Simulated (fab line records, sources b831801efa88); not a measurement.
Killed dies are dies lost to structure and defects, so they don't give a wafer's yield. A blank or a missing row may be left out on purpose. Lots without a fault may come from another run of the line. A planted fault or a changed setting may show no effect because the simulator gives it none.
A struck lot beside a sound one | flow sky130 | 42 steps out of a route of 708
Sound: wafers L264.1, L264.2, L264.6. Struck: wafer L277.3. (L277.1, L277.5 of the same lot were not struck and are left out.) The cause comes at the end.
At each step with rows: each side's tool, then ch and its chambers, then its first start. Under that, the readings that differ: sound wafers | struck wafers | difference of the means | sigmas: that difference in standard deviations of wafers without a fault.
alike: readings whose means differ by less than 2 such deviations, and words and numbers that are the same on both sides. not compared: withheld readings, readings that some wafer has no value for, bounds like >300 that may hide the same value, and numbers for which the record gives no deviation and whose values overlap.
The two part at a step that has a row with sigmas, a row that says differs or no value, or rows on one side only. Numbers that don't overlap but have no deviation are shown without sigmas and don't part them. A reading that every wafer of one side lacks parts them only if that side has two wafers or more.

first, 1 step without rows for these wafers: SKY_DNWELL_IMPLANT_07.
SKY_DNWELL_STRIP_08: strips in O2/N2.
  sound on plasma_asher-04 ch 0,1, day 5 00:43; struck on plasma_asher-04 ch 0, day 8 04:39
  reading               | sound             | struck | difference | sigmas
  oes_product_au (a.u.) | 0.724 0.730 0.720 | 0.714  | -0.011     | -2
  alike: chamber_pressure_mTorr, drypump_motor_current_A, strip_time_to_endpoint_s
  not compared: rf_hours_counter_h
SKY_DNWELL_TW_MEAS_09:
  sound on film_metro-02, day 5 00:49; struck on film_metro-02, day 8 04:45
  alike: DNWELL_TW
then, 7 steps without rows for these wafers: SKY_PWDE_DEHYDRATE_00 (time 60 s); SKY_PWDE_HMDS_01 (prime time 60 s); SKY_PWDE_COAT_02 (resist thk 3000 nm); SKY_PWDE_SOFTBAKE_03; SKY_PWDE_EXPOSE_04 (exposes mask PWDEM, target cd 840 nm); SKY_PWDE_PEB_05; SKY_PWDE_DEVELOP_06 (develop time 60 s).
SKY_PWDE_OVL_MEAS_07:
  sound on overlay-01, day 5 18:35; struck on overlay-01, day 9 00:53
  alike: PWDE_OVL
then, 1 step without rows for these wafers: SKY_PWDE_IMPLANT_08.
SKY_PWDE_STRIP_09: strips in O2/N2.
  sound on plasma_asher-01 ch 0,1, day 5 18:46; struck on plasma_asher-01 ch 0, day 9 01:04
  alike: chamber_pressure_mTorr, drypump_motor_current_A, oes_product_au, strip_time_to_endpoint_s
  not compared: rf_hours_counter_h
SKY_PWDE_TW_MEAS_10:
  sound on film_metro-04, day 5 18:52; struck on film_metro-03, day 9 01:10
  alike: PWDE_TW
then, 7 steps without rows for these wafers: SKY_NWELL_DEHYDRATE_03 (time 60 s); SKY_NWELL_HMDS_04 (prime time 60 s); SKY_NWELL_COAT_05 (resist thk 3000 nm); SKY_NWELL_SOFTBAKE_06; SKY_NWELL_EXPOSE_07 (exposes mask NWM, target cd 840 nm); SKY_NWELL_PEB_08; SKY_NWELL_DEVELOP_09 (develop time 60 s).
SKY_NWELL_OVL_MEAS_10:
  sound on overlay-01, day 6 12:07; struck on overlay-02, day 9 23:01
  alike: NWELL_00_OVL
then, 3 steps without rows for these wafers: SKY_NWELL_IMPLANT_11; SKY_NWELL_IMPLANT_12; SKY_NWELL_IMPLANT_13.
SKY_NWELL_STRIP_14: strips in O2/N2.
  sound on plasma_asher-04 ch 0,1, day 6 12:35; struck on plasma_asher-03 ch 1, day 9 23:31
  reading                      | sound             | struck | difference | sigmas
  strip_time_to_endpoint_s (s) | 37.00 37.04 37.06 | 36.69  | -0.34      | -3
  alike: chamber_pressure_mTorr, drypump_motor_current_A, oes_product_au
  not compared: rf_hours_counter_h
SKY_NWELL_TW_MEAS_15:
  sound on film_metro-03, day 6 12:41; struck on film_metro-03, day 9 23:37
  alike: NWELL_TW
then, 7 steps without rows for these wafers: SKY_NWELL_DEHYDRATE_16 (time 60 s); SKY_NWELL_HMDS_17 (prime time 60 s); SKY_NWELL_COAT_18 (resist thk 3000 nm); SKY_NWELL_SOFTBAKE_19; SKY_NWELL_EXPOSE_20 (exposes mask NWM COMPLEMENT, target cd 840 nm); SKY_NWELL_PEB_21; SKY_NWELL_DEVELOP_22 (develop time 60 s).
SKY_NWELL_OVL_MEAS_23:
  sound on overlay-01, day 7 06:32; struck on overlay-02, day 10 21:59
  alike: NWELL_01_OVL
then, 1 step without rows for these wafers: SKY_NWELL_IMPLANT_24.
SKY_NWELL_STRIP_25: strips in O2/N2.
  sound on plasma_asher-03 ch 0,1, day 7 06:43; struck on plasma_asher-01 ch 1, day 10 22:10
  alike: chamber_pressure_mTorr, drypump_motor_current_A, oes_product_au, strip_time_to_endpoint_s
  not compared: rf_hours_counter_h
SKY_NWELL_TW_MEAS_26:
  sound on film_metro-04, day 7 06:49; struck on film_metro-03, day 10 22:16
  alike: NWELL_2_TW
then, 1 step without rows for these wafers: SKY_NWELL_CLEAN_27 (cleans in SC1/SC2, time 150 s).
SKY_NWELL_RTA_28: time 30 s.
  sound on rtp_anneal-01 ch 0, day 7 06:55; struck on rtp_anneal-02 ch 0, day 10 22:22
  alike: chamber_o2_ppm, lamp_power_pct, wafer_temp_C_max
SKY_NWELL_RS_MEAS_29: measures by four-point-probe.
  sound on film_metro-03, day 7 07:01; struck on film_metro-03, day 10 22:28
  alike: NWELL_RS
-- the record jumps here: 40 days lie between the struck wafers' starts before and after (it left off in module NWELL and takes up again in module PAD_OPEN, whose first step shown is number 708 of the route) --
SKY_PAD_OPEN_PROBE_99:
  sound on prober-01, day 48 06:16; struck on prober-02, day 51 07:55
  reading             | sound    | struck | difference | sigmas
  killed_at_contacts  | 25 22 37 | 15     | -13        | -2
  killed_at_front_end | 9 14 13  | 50     | +38        | +9
  killed_dies         | 85 90 91 | 119    | +30        | +3
  killed_on_rim       | 16 16 21 | 29     | +11        | +3
  alike: killed_at_M0_to_M3, killed_at_M4_up, killed_at_other, killed_open, killed_short

WHERE THEY PART
First at SKY_DNWELL_STRIP_08; last, within this record, at SKY_PAD_OPEN_PROBE_99.

WHY: what the simulator had put in
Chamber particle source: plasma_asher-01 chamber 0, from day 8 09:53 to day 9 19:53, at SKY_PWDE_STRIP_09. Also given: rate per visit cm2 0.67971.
